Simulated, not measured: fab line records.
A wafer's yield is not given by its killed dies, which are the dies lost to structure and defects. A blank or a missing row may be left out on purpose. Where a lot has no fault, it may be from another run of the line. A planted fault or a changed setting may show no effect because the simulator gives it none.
fab line records    flow sky130
record lots=12  wafers=34  lastDay=50
route steps=708 shown CONTACT@433 PAD_OPEN@708
lots that met no fault: from a run of the same line without faults
startH: the number of hours between the record's first day and the start of the first shown wafer of the lot    waitH: hours from the lot's prior step to this one    " same as the row above    L1.1+2: a row that stands for several wafers    - no value, or no start given    * or withheld: withheld    < > ~ a bound
route shown NAME@n: NAME is a module with steps in the file, n the number in the route of the first one    usual: mean/standard deviation taken from wafers without a fault    same: alike in all rows    chamber/n: place in a boat    sites: the reading at each site    _std_site: the standard deviation of these    _edge_site: the outer-site mean with the inner-site mean subtracted    radiusMm: for every site, how far away it sits from the centre of the wafer    mask NAME#n: copy n    behind: the tool/chamber that last shaped the wafer    hold: why the lot was held/for how many hours/how that ended    device: which transistor (n, p or np) failed to switch    end of line: tests of these same wafers at the route's end    step lacking rows: just its recipe    killed: not the wafer's yield, but the dies lost to structure and defects at the first sort    map: shows each die of a wafer: x if killed, . if not, _ if none is there
set.NAME: the setting the step ran with; set.NAME@STEP: the setting that earlier step ran with    model.NAME: the simulator's own value behind a step, which no gauge read
one table for each step of the route and one row for each wafer, over a sample of lots
services: a tool's chamber out of use, with start hour (startH, from the record's first day; less than 0 if before it), hours out, and reason
## steps
# step SKY_CONTACT_CMP_27
# recipe stopOn=SiO2  tOverpolishS=15  downForcePsi=3.5  platenRpm=60  targetThkNm=0  padVelocityMS=0.94248
# usual motorCurrentA=11.1/0.79  overpolishRunS=15.001/0.0094  timeToEndpointS=82/3.2
lot.wafer  tool    chamber  startH  waitH  motorCurrentA  overpolishRunS  timeToEndpointS
L334.4     cmp-02  1        737.25  0.1    11.1           15.006          80
L334.5     "       0        "       "      12.4           14.999          82
L334.6     "       1        "       "      11.3           14.999          83
L336.4     cmp-01  1        750.28  0.0    11.3           14.996          84
L336.1     "       3        "       "      11.5           15.008          84
L336.5     "       2        "       "      11.1           14.999          91
L335.2     cmp-02  3        756.33  0.0    12.8           15.025          85
L335.6     "       3        "       "      12.7           15.006          80
L335.5     "       0        "       "      12.7           15.013          85
L337.1     cmp-02  3        759.62  0.1    12.7           14.997          83
L337.3     "       1        "       "      10.1           14.996          86
L337.5     "       3        "       "      12.1           15.012          81
L338.2     cmp-01  3        767.52  0.1    11.4           15.003          83
L338.4     "       0        "       "      10.0           14.996          82
L338.6     "       1        "       "      11.9           14.987          84
L345.3     cmp-01  1        824.10  0.0    11.6           14.990          87
L345.5     "       1        "       "      12.0           0.035           126
L346.2     cmp-01  3        836.58  0.2    11.2           0.040           126
L346.6     "       1        "       "      12.0           15.001          81
L347.2     cmp-01  0        842.03  0.1    10.4           0.046           125
L347.4     "       1        "       "      12.1           15.014          79
L347.5     "       3        "       "      11.1           0.035           125
L349.3     cmp-02  3        858.48  0.1    12.1           14.997          82
L349.4     "       0        "       "      12.0           15.000          83
L349.6     "       3        "       "      12.6           15.020          79
L350.2     cmp-02  2        860.83  0.1    10.4           14.991          86
L350.4     "       3        "       "      12.2           14.998          85
L350.6     "       2        "       "      10.5           15.000          80
L352.3     cmp-02  2        890.73  0.0    10.9           15.003          80
L352.4     "       1        "       "      10.9           15.003          79
L352.5     "       2        "       "      11.0           15.002          83
L357.2     cmp-01  3        908.60  0.0    10.8           14.994          81
L357.4     "       0        "       "      10.3           14.983          83
L357.1     "       1        "       "      11.9           15.009          78
# step SKY_PAD_OPEN_PROBE_99
# usual killed_at_M0_to_M3=44/7  killed_at_M4_up=3.0/1.7  killedAtContacts=24/5.2  killedAtFrontEnd=15/4.8  killedAtOther=0.2/0.56  killedDies=86/9.7  killedOnRim=17/4.1  killedOpen=47/7.1  killedShort=39/6.3
# same grossDies=492  killedAtBackSide=0
lot.wafer  tool       chamber  startH   waitH  killed_at_M0_to_M3  killed_at_M4_up  killedAtContacts  killedAtFrontEnd  killedAtOther  killedDies  killedOnRim  killedOpen  killedShort
L345.3     prober-01  -        1144.87  0.2    30                  2                30                16                0              78          12           41          37
L345.5     prober-01  -        1144.97  0.2    47                  1                430               14                0              492         96           42          42
L346.2     prober-02  -        1155.24  0.1    51                  3                425               11                2              492         96           56          34
L346.6     prober-02  -        1155.44  0.2    47                  5                29                8                 2              91          20           54          37
L347.2     prober-01  -        1159.59  0.1    51                  4                422               14                1              492         96           51          39
L347.4     prober-01  -        1159.69  0.2    41                  3                24                26                2              96          23           59          36
L347.5     prober-01  -        1159.74  0.2    52                  3                422               14                1              492         96           52          43
# killed by level:class
L345.3 LI_CONTACT:geometricParticle:open=10 LI_CONTACT:geometricParticle:short=7 VIA1:geometricParticle:open=7 FIELD_ISO:geometricParticle:open=6 FIELD_ISO:geometricParticle:short=6 CONTACT:geometricParticle:open=6 VIA3:geometricParticle:open=5 VIA2:geometricParticle:short=5
L345.5 CONTACT:areaCmp=408 CONTACT:geometricParticle:open=10 METAL2:geometricParticle:short=10 VIA3:geometricParticle:open=9 VIA1:geometricParticle:open=8 VIA2:geometricParticle:open=7 LI_CONTACT:geometricParticle:open=4 VIA1:geometricParticle:short=4
L346.2 CONTACT:areaCmp=400 VIA1:geometricParticle:open=13 CONTACT:geometricParticle:open=12 VIA3:geometricParticle:open=9 VIA1:geometricParticle:short=7 VIA2:geometricParticle:open=7 LI_CONTACT:geometricParticle:open=5 LOCAL_INTERCONNECT:geometricParticle:short=5
L346.6 VIA1:geometricParticle:open=13 CONTACT:geometricParticle:open=10 LI_CONTACT:geometricParticle:open=8 VIA3:geometricParticle:open=7 VIA2:geometricParticle:short=7 METAL1:geometricParticle:short=6 CONTACT:geometricParticle:short=5 FIELD_ISO:geometricParticle:open=4
L347.2 CONTACT:areaCmp=401 VIA1:geometricParticle:open=10 VIA2:geometricParticle:open=9 CONTACT:geometricParticle:open=8 VIA3:geometricParticle:open=6 METAL1:geometricParticle:short=5 VIA1:geometricParticle:short=4 FIELD_ISO:geometricParticle:short=4
L347.4 VIA1:geometricParticle:open=11 LI_CONTACT:geometricParticle:open=10 VIA3:geometricParticle:open=9 FIELD_ISO:geometricParticle:open=8 CONTACT:geometricParticle:open=8 FIELD_ISO:geometricParticle:short=6 POLY_GATE:geometricParticle:short=6 METAL1:geometricParticle:short=5
L347.5 CONTACT:areaCmp=397 VIA1:geometricParticle:open=15 CONTACT:geometricParticle:open=12 VIA3:geometricParticle:open=7 METAL2:geometricParticle:short=7 METAL1:geometricParticle:short=5 FIELD_ISO:geometricParticle:short=5 FIELD_ISO:geometricParticle:open=5
## services
tool    chamber  startH  hours  kind
cmp-01  -        744.00  4.0    pm
cmp-01  -        748.00  -      consumableReplace:conditioner
cmp-01  -        748.00  -      consumableReplace:pad
cmp-01  -        758.75  1.3    repair
## key
firstSign step=SKY_CONTACT_CMP_27  reading=overpolishRunS  direction=down  sigmas=99+  usual=15.001  struck=0.039
effect step=SKY_CONTACT_CMP_27  reading=timeToEndpointS  direction=up  sigmas=14  usual=*  struck=*
effect step=SKY_PAD_OPEN_PROBE_99  reading=killedAtContacts  direction=up  sigmas=77  usual=24  struck=425
moreKillsBornAt SKY_CONTACT_CMP_27@cmp-01=1606
metAt SKY_CONTACT_CMP_27
struckLots L345,L346,L347
struckWafers L345.5,L346.2,L347.2,L347.5
laterRowsLeftOut L345.5,L346.2,L347.2,L347.5
testerLeftOut L345,L346,L347
onsetBetween 767.52 824.10
fault kind=processParameterDrift  tool=cmp-01  chamber=-  onsetH=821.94  steps=SKY_CONTACT_CMP_27  channel=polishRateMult  offset=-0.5  shape=step  endH=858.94  scope=struckWafersOnly
# testerLeftOut: of these lots the tester's yield and bins aren't shown, on N5 and GAA mostly nor the transistor test; their killed dies are dies lost to structure and defects alone, not to doping, threshold or leakage, so they don't give the yield
# laterRowsLeftOut: the simulator's readings of these wafers behind a module that went badly wrong aren't trusted and aren't shown, but for the sort
